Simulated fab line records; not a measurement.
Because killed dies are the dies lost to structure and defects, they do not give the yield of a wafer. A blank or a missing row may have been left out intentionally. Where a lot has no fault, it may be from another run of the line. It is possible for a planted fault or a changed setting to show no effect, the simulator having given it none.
fab line records -- flow sky130
record: lots: 12, wafers: 36, last-day: 50
route steps=708 shown LI_CONTACT@374 LOCAL_INTERCONNECT@387 PAD_OPEN@708
lots that met no fault: from a run of the same line without faults
start-h: hours from the record's opening day to when the first of the lot's shown wafers began -- wait-h: how many hours have passed since the lot's step before this one -- " same as the row above -- L1.1+2: a row that stands for several wafers -- - no value, or no start was given -- * or withheld: withheld -- < > ~ a bound
route shown NAME@n: names a module that has steps shown in the file, with the first one's number in the route -- usual: mean/standard deviation taken from wafers without a fault -- same: alike in all rows -- chamber/n: place in a boat -- sites: each site's reading -- _std_site: their standard deviation -- _edge_site: mean of outer sites minus mean of inner sites -- radius-mm: how far each site lies from the wafer's centre -- mask NAME#n: copy n -- behind: the tool/chamber that last shaped the wafer -- hold: why the lot was held/for how many hours/how that ended -- device: the transistor (n, p or np) that didn't switch -- end of line: the same wafers' tests at the end of the route -- a step with no rows: only its recipe -- killed: dies lost to structure and defects at the first sort, not the wafer's yield -- map: a wafer's dies, marking killed ones x, the rest . and places with no die _
set.NAME: the setting the step ran with; set.NAME@STEP: the setting that earlier step ran with -- model.NAME: the simulator's own value behind a step, which no gauge read
steps of the route over a sample of lots; a table a step, a row a wafer
services: a tool's chamber out of use, with start hour (start-h, from the record's first day; less than 0 if before it), hours out, and reason
== steps ==
step: SKY_LI_CONTACT_CD_MEAS_12
recipe: target-cd-nm: 170
usual: cd-nm: 170.1/1.6
lot.wafer,tool,chamber,start-h,wait-h,cd-nm
L235.3,cd-sem-02,-,659.61,-,168.0
L235.5,cd-sem-02,-,659.61,-,169.6
L235.6,cd-sem-02,-,659.61,-,168.0
L236.1,cd-sem-01,-,666.67,-,170.5
L236.5,cd-sem-01,-,666.67,-,171.2
L236.6,cd-sem-01,-,666.67,-,170.9
L238.1,cd-sem-01,-,692.57,-,170.0
L238.2,cd-sem-01,-,692.57,-,168.9
L238.4,cd-sem-01,-,692.57,-,168.8
L239.4,cd-sem-01,-,721.73,-,170.0
L239.5,cd-sem-01,-,721.73,-,169.1
L239.6,cd-sem-01,-,721.73,-,170.1
L241.2,cd-sem-02,-,722.69,-,173.1
L241.3,cd-sem-02,-,722.69,-,171.7
L241.6,cd-sem-02,-,722.69,-,172.6
L240.1,cd-sem-02,-,724.12,-,171.1
L240.2,cd-sem-02,-,724.12,-,170.0
L240.6,cd-sem-02,-,724.12,-,171.1
L243.1,cd-sem-02,-,731.72,-,171.4
L243.2,cd-sem-02,-,731.72,-,170.2
L243.4,cd-sem-02,-,731.72,-,171.3
L244.1,cd-sem-02,-,758.12,-,169.4
L244.4,cd-sem-02,-,758.12,-,169.5
L244.6,cd-sem-02,-,758.12,-,169.8
L246.2,cd-sem-02,-,762.84,-,168.1
L246.4,cd-sem-02,-,762.84,-,167.5
L246.6,cd-sem-02,-,762.84,-,167.8
L251.1,cd-sem-02,-,790.32,-,170.2
L251.3,cd-sem-02,-,790.32,-,169.5
L251.5,cd-sem-02,-,790.32,-,169.0
L257.1,cd-sem-02,-,840.26,-,170.6
L257.2,cd-sem-02,-,840.26,-,169.7
L257.4,cd-sem-02,-,840.26,-,170.5
L258.2,cd-sem-02,-,845.29,-,170.4
L258.3,cd-sem-02,-,845.29,-,169.6
L258.4,cd-sem-02,-,845.29,-,170.0
step: SKY_LI_CONTACT_OVL_MEAS_13
usual: LI_CONTACT_OVL: -1/5.3
lot.wafer,tool,chamber,start-h,wait-h,LI_CONTACT_OVL[nm]
L235.3,overlay-01,-,659.70,0.1,-6
L235.5,overlay-01,-,659.70,0.1,1
L235.6,overlay-01,-,659.70,0.1,-2
L236.1,overlay-01,-,666.79,0.1,-5
L236.5,overlay-01,-,666.79,0.1,-4
L236.6,overlay-01,-,666.79,0.1,-8
L238.1,overlay-02,-,692.69,0.1,-7
L238.2,overlay-02,-,692.69,0.1,-4
L238.4,overlay-02,-,692.69,0.1,-5
L239.4,overlay-02,-,721.80,0.1,-1
L239.5,overlay-02,-,721.80,0.1,5
L239.6,overlay-02,-,721.80,0.1,0
L241.2,overlay-02,-,722.79,0.1,-3
L241.3,overlay-02,-,722.79,0.1,-6
L241.6,overlay-02,-,722.79,0.1,-3
L240.1,overlay-01,-,724.24,0.1,8
L240.2,overlay-01,-,724.24,0.1,0
L240.6,overlay-01,-,724.24,0.1,3
L243.1,overlay-02,-,731.84,0.1,1
L243.2,overlay-02,-,731.84,0.1,-3
L243.4,overlay-02,-,731.84,0.1,-6
L244.1,overlay-02,-,758.24,0.1,-3
L244.4,overlay-02,-,758.24,0.1,-9
L244.6,overlay-02,-,758.24,0.1,-6
L246.2,overlay-02,-,762.94,0.1,-2
L246.4,overlay-02,-,762.94,0.1,0
L246.6,overlay-02,-,762.94,0.1,2
L251.1,overlay-02,-,790.44,0.1,-3
L251.3,overlay-02,-,790.44,0.1,0
L251.5,overlay-02,-,790.44,0.1,5
L257.1,overlay-02,-,840.38,0.1,-6
L257.2,overlay-02,-,840.38,0.1,5
L257.4,overlay-02,-,840.38,0.1,0
L258.2,overlay-01,-,845.40,0.1,-6
L258.3,overlay-01,-,845.40,0.1,1
L258.4,overlay-01,-,845.40,0.1,-10
step: SKY_LI_CONTACT_CVD_21
recipe: material: W, target-thk-nm: 400, time-s: 120.56, temp-c: 400, pressure-torr: 40
usual: chamber-pressure-Torr: 40.00/0.094, heater-power-w: 806/85
lot.wafer,tool,chamber,start-h,wait-h,chamber-pressure-Torr,heater-power-w
L235.3,cvd-w-01,0,660.34,0.1,39.91,907
L235.5,cvd-w-01,0,660.34,0.1,40.02,919
L235.6,cvd-w-01,1,660.34,0.1,40.00,705
L236.1,cvd-w-01,1,667.38,0.0,39.91,710
L236.5,cvd-w-01,1,667.38,0.0,40.10,710
L236.6,cvd-w-01,0,667.38,0.0,40.08,925
L238.1,cvd-w-02,1,693.46,0.0,39.96,800
L238.2,cvd-w-02,0,693.46,0.0,39.90,741
L238.4,cvd-w-02,0,693.46,0.0,39.99,777
L239.4,cvd-w-01,0,722.42,0.0,40.10,941
L239.5,cvd-w-01,0,722.42,0.0,40.06,929
L239.6,cvd-w-01,1,722.42,0.0,40.05,700
L241.2,cvd-w-01,0,723.38,0.0,40.02,944
L241.3,cvd-w-01,1,723.38,0.0,40.03,713
L241.6,cvd-w-01,0,723.38,0.0,40.08,926
L240.1,cvd-w-01,1,724.84,0.0,40.04,699
L240.2,cvd-w-01,0,724.84,0.0,39.98,948
L240.6,cvd-w-01,1,724.84,0.0,40.03,702
L243.1,cvd-w-02,1,732.44,0.0,39.91,819
L243.2,cvd-w-02,0,732.44,0.0,40.20,771
L243.4,cvd-w-02,0,732.44,0.0,40.10,773
L244.1,cvd-w-02,1,758.83,0.0,40.05,811
L244.4,cvd-w-02,1,758.83,0.0,40.03,823
L244.6,cvd-w-02,1,758.83,0.0,40.08,821
L246.2,cvd-w-02,0,763.55,0.0,39.86,764
L246.4,cvd-w-02,1,763.55,0.0,40.06,783
L246.6,cvd-w-02,0,763.55,0.0,39.89,750
L251.1,cvd-w-02,1,791.03,0.0,40.19,811
L251.3,cvd-w-02,1,791.03,0.0,40.27,838
L251.5,cvd-w-02,0,791.03,0.0,46.29,757
L257.1,cvd-w-01,0,840.97,0.0,39.92,914
L257.2,cvd-w-01,1,840.97,0.0,40.02,703
L257.4,cvd-w-01,1,840.97,0.0,39.93,681
L258.2,cvd-w-01,0,846.00,0.0,40.22,918
L258.3,cvd-w-01,1,846.00,0.0,40.02,726
L258.4,cvd-w-01,0,846.00,0.0,39.91,921
step: SKY_LI_CONTACT_RS_MEAS_22
recipe: thk-meas-gauge: four-point-probe, reads: W_of_LI_CONTACT_CVD_21+TiN_of_LI_CONTACT_SPUTTER_20+Ti_of_LI_CONTACT_SPUTTER_19
usual: LI_CONTACT_W_RS: 0.281/0.0035
lot.wafer,tool,chamber,start-h,wait-h,LI_CONTACT_W_RS[ohm/sq]
L235.3,film-metro-01,-,660.46,0.1,0.281
L235.5,film-metro-01,-,660.46,0.1,0.284
L235.6,film-metro-01,-,660.46,0.1,0.280
L236.1,film-metro-01,-,667.51,0.1,0.277
L236.5,film-metro-01,-,667.51,0.1,0.277
L236.6,film-metro-01,-,667.51,0.1,0.281
L238.1,film-metro-02,-,693.58,0.1,0.282
L238.2,film-metro-02,-,693.58,0.1,0.286
L238.4,film-metro-02,-,693.58,0.1,0.284
L239.4,film-metro-02,-,722.57,0.1,0.278
L239.5,film-metro-02,-,722.57,0.1,0.278
L239.6,film-metro-02,-,722.57,0.1,0.276
L241.2,film-metro-01,-,723.53,0.1,0.276
L241.3,film-metro-01,-,723.53,0.1,0.274
L241.6,film-metro-01,-,723.53,0.1,0.277
L240.1,film-metro-04,-,724.96,0.1,0.275
L240.2,film-metro-04,-,724.96,0.1,0.278
L240.6,film-metro-04,-,724.96,0.1,0.275
L243.1,film-metro-01,-,732.56,0.1,0.286
L243.2,film-metro-01,-,732.56,0.1,0.288
L243.4,film-metro-01,-,732.56,0.1,0.284
L244.1,film-metro-04,-,758.96,0.1,0.279
L244.4,film-metro-04,-,758.96,0.1,0.283
L244.6,film-metro-04,-,758.96,0.1,0.281
L246.2,film-metro-04,-,763.69,0.1,0.286
L246.4,film-metro-04,-,763.69,0.1,0.282
L246.6,film-metro-04,-,763.69,0.1,0.285
L251.1,film-metro-01,-,791.16,0.1,0.286
L251.3,film-metro-01,-,791.16,0.1,0.281
L251.5,film-metro-01,-,791.16,0.1,0.268
L257.1,film-metro-04,-,841.10,0.1,0.279
L257.2,film-metro-04,-,841.10,0.1,0.277
L257.4,film-metro-04,-,841.10,0.1,0.278
L258.2,film-metro-02,-,846.15,0.1,0.283
L258.3,film-metro-02,-,846.15,0.1,0.281
L258.4,film-metro-02,-,846.15,0.1,0.280
step: SKY_LI_CONTACT_THK_MEAS_23
recipe: thk-meas-gauge: xrf, reads: W_of_LI_CONTACT_CVD_21
usual: LI_CONTACT_W_THK: 407/8
lot.wafer,tool,chamber,start-h,wait-h,LI_CONTACT_W_THK[nm]
L235.3,film-metro-01,-,660.56,0.1,414
L235.5,film-metro-01,-,660.56,0.1,404
L235.6,film-metro-01,-,660.56,0.1,411
L236.1,film-metro-01,-,667.63,0.1,417
L236.5,film-metro-01,-,667.63,0.1,418
L236.6,film-metro-01,-,667.63,0.1,412
L238.1,film-metro-02,-,693.70,0.1,397
L238.2,film-metro-02,-,693.70,0.1,390
L238.4,film-metro-02,-,693.70,0.1,394
L239.4,film-metro-02,-,722.66,0.1,404
L239.5,film-metro-02,-,722.66,0.1,401
L239.6,film-metro-02,-,722.66,0.1,405
L241.2,film-metro-01,-,723.64,0.1,421
L241.3,film-metro-01,-,723.64,0.1,424
L241.6,film-metro-01,-,723.64,0.1,419
L240.1,film-metro-04,-,725.08,0.1,420
L240.2,film-metro-04,-,725.08,0.1,417
L240.6,film-metro-04,-,725.08,0.1,415
L243.1,film-metro-01,-,732.68,0.1,404
L243.2,film-metro-01,-,732.68,0.1,399
L243.4,film-metro-01,-,732.68,0.1,413
L244.1,film-metro-04,-,759.08,0.1,410
L244.4,film-metro-04,-,759.08,0.1,406
L244.6,film-metro-04,-,759.08,0.1,412
L246.2,film-metro-04,-,763.80,0.1,401
L246.4,film-metro-04,-,763.80,0.1,406
L246.6,film-metro-04,-,763.80,0.1,404
L251.1,film-metro-01,-,791.28,0.1,410
L251.3,film-metro-01,-,791.28,0.1,418
L251.5,film-metro-01,-,791.28,0.1,438
L257.1,film-metro-04,-,841.22,0.1,411
L257.2,film-metro-04,-,841.22,0.1,408
L257.4,film-metro-04,-,841.22,0.1,409
L258.2,film-metro-02,-,846.26,0.1,401
L258.3,film-metro-02,-,846.26,0.1,403
L258.4,film-metro-02,-,846.26,0.1,405
step: SKY_LOCAL_INTERCONNECT_SPUTTER_00
recipe: material: TiN, target-thk-nm: 100, temp-c: 300, power-w: 6500, time-s: 83.3, chamber-pressure-pa: 0.4
usual: throttle-valve-pct: 30.3/0.75
lot.wafer,tool,chamber,start-h,wait-h,throttle-valve-pct
L235.3,pvd-sputter-03,-,660.97,0.2,31.2
L235.5,pvd-sputter-03,-,660.97,0.2,31.5
L235.6,pvd-sputter-03,-,660.97,0.2,29.7
L236.1,pvd-sputter-02,-,667.99,0.2,29.9
L236.5,pvd-sputter-02,-,667.99,0.2,29.2
L236.6,pvd-sputter-02,-,667.99,0.2,29.8
L238.1,pvd-sputter-03,-,694.06,0.1,30.0
L238.2,pvd-sputter-03,-,694.06,0.1,31.0
L238.4,pvd-sputter-03,-,694.06,0.1,29.6
L239.4,pvd-sputter-02,-,722.99,0.2,29.7
L239.5,pvd-sputter-02,-,722.99,0.2,29.9
L239.6,pvd-sputter-02,-,722.99,0.2,29.4
L241.2,pvd-sputter-02,-,723.99,0.2,30.0
L241.3,pvd-sputter-02,-,723.99,0.2,29.3
L241.6,pvd-sputter-02,-,723.99,0.2,29.5
L240.1,pvd-sputter-03,-,725.44,0.2,30.1
L240.2,pvd-sputter-03,-,725.44,0.2,31.6
L240.6,pvd-sputter-03,-,725.44,0.2,31.2
L243.1,pvd-sputter-03,-,733.04,0.1,30.1
L243.2,pvd-sputter-03,-,733.04,0.1,31.6
L243.4,pvd-sputter-03,-,733.04,0.1,31.4
L244.1,pvd-sputter-03,-,759.44,0.1,30.2
L244.4,pvd-sputter-03,-,759.44,0.1,31.4
L244.6,pvd-sputter-03,-,759.44,0.1,29.7
L246.2,pvd-sputter-02,-,764.15,0.1,29.6
L246.4,pvd-sputter-02,-,764.15,0.1,31.3
L246.6,pvd-sputter-02,-,764.15,0.1,31.4
L251.1,pvd-sputter-02,-,791.64,0.1,29.7
L251.3,pvd-sputter-02,-,791.64,0.1,29.5
L251.5,pvd-sputter-02,-,791.64,0.1,31.2
L257.1,pvd-sputter-01,-,841.58,0.1,28.8
L257.2,pvd-sputter-01,-,841.58,0.1,30.4
L257.4,pvd-sputter-01,-,841.58,0.1,30.0
L258.2,pvd-sputter-03,-,846.61,0.1,31.4
L258.3,pvd-sputter-03,-,846.61,0.1,31.1
L258.4,pvd-sputter-03,-,846.61,0.1,30.1
step: SKY_PAD_OPEN_PROBE_99
usual: killed_at_M0_to_M3: 44/6.6, killed_at_M4_up: 3.0/2, killed-at-contacts: 24/5.1, killed-at-front-end: 15/4.1, killed-at-other: 0.4/0.62, killed-dies: 86/9.3, killed-open: 46/6.8, killed-short: 40/5.8
same: gross-dies: 492, killed-at-back-side: 0
lot.wafer,tool,chamber,start-h,wait-h,killed_at_M0_to_M3,killed_at_M4_up,killed-at-contacts,killed-at-front-end,killed-at-other,killed-dies,killed-open,killed-short
L243.1,prober-01,-,1116.70,0.1,38,1,32,15,0,86,42,44
L243.2,prober-01,-,1116.75,0.1,47,3,30,20,0,100,62,38
L243.4,prober-01,-,1116.85,0.2,43,2,21,15,0,81,43,38
killed by level:class
L243.1 CONTACT:geometric-particle:open=11 METAL1:geometric-particle:short=8 LI_CONTACT:geometric-particle:open=7 VIA3:geometric-particle:open=7 POLY_GATE:geometric-particle:short=6 VIA1:geometric-particle:open=6 FIELD_ISO:geometric-particle:short=5 CONTACT:geometric-particle:short=5
L243.2 VIA1:geometric-particle:open=14 LI_CONTACT:geometric-particle:open=9 CONTACT:geometric-particle:open=9 METAL1:geometric-particle:short=8 FIELD_ISO:geometric-particle:open=7 LI_CONTACT:geometric-particle:short=6 VIA2:geometric-particle:open=5 VIA3:geometric-particle:open=5
L243.4 VIA1:geometric-particle:open=12 CONTACT:geometric-particle:open=10 VIA1:geometric-particle:short=7 VIA3:geometric-particle:open=6 POLY_GATE:geometric-particle:short=5 METAL1:geometric-particle:short=5 FIELD_ISO:geometric-particle:open=4 METAL2:geometric-particle:short=4
== services ==
tool,chamber,start-h,hours,kind
pvd-sputter-02,-,655.62,3.2,repair
pvd-sputter-02,-,668.95,0.9,repair
cvd-w-02,-,688.78,1.2,repair
pvd-sputter-01,0,719.98,-,consumable-replace:kit
pvd-sputter-01,0,719.98,18.0,scheduled-down
pvd-sputter-01,0,719.98,18.0,vent-cycle
cvd-w-02,1,742.08,6.8,repair
pvd-sputter-01,-,744.41,60.3,repair
pvd-sputter-01,-,748.20,5.6,repair
cvd-w-01,-,753.35,6.0,pm
pvd-sputter-03,0,780.98,-,consumable-replace:kit
pvd-sputter-03,0,780.98,18.0,scheduled-down
pvd-sputter-03,0,780.98,18.0,vent-cycle
cvd-w-01,-,795.52,3.8,pm
pvd-sputter-02,3,832.59,-,consumable-replace:kit
pvd-sputter-02,3,832.59,18.0,scheduled-down
pvd-sputter-02,3,832.59,18.0,vent-cycle
== key ==
first-sign: step: SKY_LI_CONTACT_CVD_21, reading: chamber-pressure-Torr, direction: up, sigmas: 67, usual: 40.00, struck: 46.29
effect: step: SKY_LI_CONTACT_RS_MEAS_22, reading: LI_CONTACT_W_RS, direction: down, sigmas: 3.7, usual: 0.281, struck: 0.268
effect: step: SKY_LI_CONTACT_THK_MEAS_23, reading: LI_CONTACT_W_THK, direction: up, sigmas: 3.8, usual: 407, struck: 438
met-at SKY_LI_CONTACT_CVD_21
struck-lots L251
struck-wafers L251.5
tester-left-out L251
not-acting-at SKY_LI_CONTACT_CD_MEAS_12,SKY_LI_CONTACT_OVL_MEAS_13,SKY_LOCAL_INTERCONNECT_SPUTTER_00
onset-between 763.55 791.03
fault: kind: process-parameter-drift, tool: cvd-w-02, chamber: 0, onset-h: 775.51, steps: SKY_LI_CONTACT_CVD_21, channel: pressure-torr, offset: 6.3539, shape: step, end-h: 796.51, acts-in: these-recipes-only, stated: 40
tester-left-out: of these lots the tester's yield and bins aren't shown, on N5 and GAA mostly nor the transistor test; their killed dies are dies lost to structure and defects alone, not to doping, threshold or leakage, so they don't give the yield
